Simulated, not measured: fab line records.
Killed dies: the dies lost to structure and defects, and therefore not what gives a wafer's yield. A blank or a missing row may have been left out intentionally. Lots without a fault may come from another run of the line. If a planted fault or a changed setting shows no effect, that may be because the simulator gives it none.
Struck lot and sound lot, side by side ; flow gf180mcu ; 13 out of 602 route steps
Sound: wafers L704.1, L704.3, L704.4. Wafers struck: L710.1, L710.5, L710.6. The cause comes at the end.
For every step that has rows: the tool of each side, followed by ch and its chambers, followed by its first start. Under that, the readings that differ: sound wafers ; struck wafers ; difference of the means ; sigmas: that difference in standard deviations of wafers without a fault.
alike: readings with means less than 2 such deviations apart, plus words and numbers identical on both sides. not compared: withheld readings, readings lacking a value on some wafer, bounds such as >300 that could conceal the same value, and numbers that have no deviation in the record and whose values overlap.
Wherever a step has rows on one side only, a row that says differs or no value, or a row with sigmas, the two part there. When numbers do not overlap yet have no deviation, they are printed without sigmas and do not part them. A reading missing from all wafers of one side parts the sides only when that side holds two or more wafers.

GF_V4_CD_MEAS_14 targets a cd of 260 nm.
  sound on cd_sem-02 at day 28 19:33; struck on cd_sem-02 at day 30 13:48
  alike: cd_nm
GF_V4_OVL_MEAS_15:
  sound on overlay-02 at day 28 19:40; struck on overlay-01 at day 30 13:55
  alike: V4_OVL
GF_V4_ETCH_16: etches BARC in N2/H2.
  sound on rie_diel-03 ch 0,1,3, day 28 19:43; struck on rie_diel-03 ch 0,1,3, day 30 13:58
  alike: drypump_motor_current_A, oes_product_au, throttle_valve_pct
GF_V4_ETCH_17: etches SiO2 in C4F8/O2/Ar, stops on TiN, target depth 630 nm.
  sound: rie_diel-03 ch 0,1,3; struck: rie_diel-03 ch 0,1,3
  alike: oes_product_au
GF_V4_STRIP_18: strips in O2/N2.
  sound on plasma_asher-04 ch 0,1, day 28 19:50; struck on plasma_asher-04 ch 0,1, day 30 14:05
  alike: drypump_motor_current_A, heater_power_w, oes_product_au
  not compared: rf_hours_counter_h
then, 2 steps without rows for these wafers: GF_V4_STRIP_19 (strips in post etch residue remover, time 1200 s); GF_V4_CLEAN_20 (cleans in DIW).
GF_V4_SPUTTER_21: material Ti, target thk 15 nm, time 80.02 s.
  sound on pvd_sputter-04 at day 28 20:22; struck on pvd_sputter-01 at day 30 14:37
  alike: chamber_pressure_pa, throttle_valve_pct
GF_V4_SPUTTER_22: material TiN, target thk 10 nm, time 40 s.
  sound on pvd_sputter-04 at day 28 20:26; struck on pvd_sputter-01 at day 30 14:41
  alike: chamber_pressure_pa, throttle_valve_pct
then, 1 step without rows for these wafers: GF_V4_CVD_23 (deposits W, target thk 350 nm, time 104.9 s).
GF_V4_RS_MEAS_24: measures by four-point-probe.
  sound on film_metro-02 at day 28 20:35; struck on film_metro-02 at day 30 14:50
  alike: V4_W_RS
GF_V4_THK_MEAS_25: measures by xrf.
  sound on film_metro-02 at day 28 20:42; struck on film_metro-02 at day 30 14:57
  alike: V4_W_THK
GF_V4_CMP_26: polishes, stops on SiO2, t overpolish 15 s, target thk 0 nm.
  sound on cmp-02 ch 0,1,2, day 28 20:49; struck on cmp-01 ch 0,1,3, day 30 15:14
  no value came back on the struck wafers for any of 7 readings (edge_zone_pressure_frac, head_pressure_psi (psi) and others); on the sound wafers edge_zone_pressure_frac reads 1.002 0.998 0.992
reading;sound;struck;difference;sigmas
model.W_of_V4_CVD_23.thk_nm (nm);0 0 0;348.9 347 350.2;+348.7;
model.SiO2_of_V4_CVD_02.thk_nm (nm);627 627.7 627.3;630.9 631.7 630.9;+3.8;

== WHERE THEY PART ==
GF_V4_CMP_26 only, going by this record.

WHY: whatever the simulator had introduced
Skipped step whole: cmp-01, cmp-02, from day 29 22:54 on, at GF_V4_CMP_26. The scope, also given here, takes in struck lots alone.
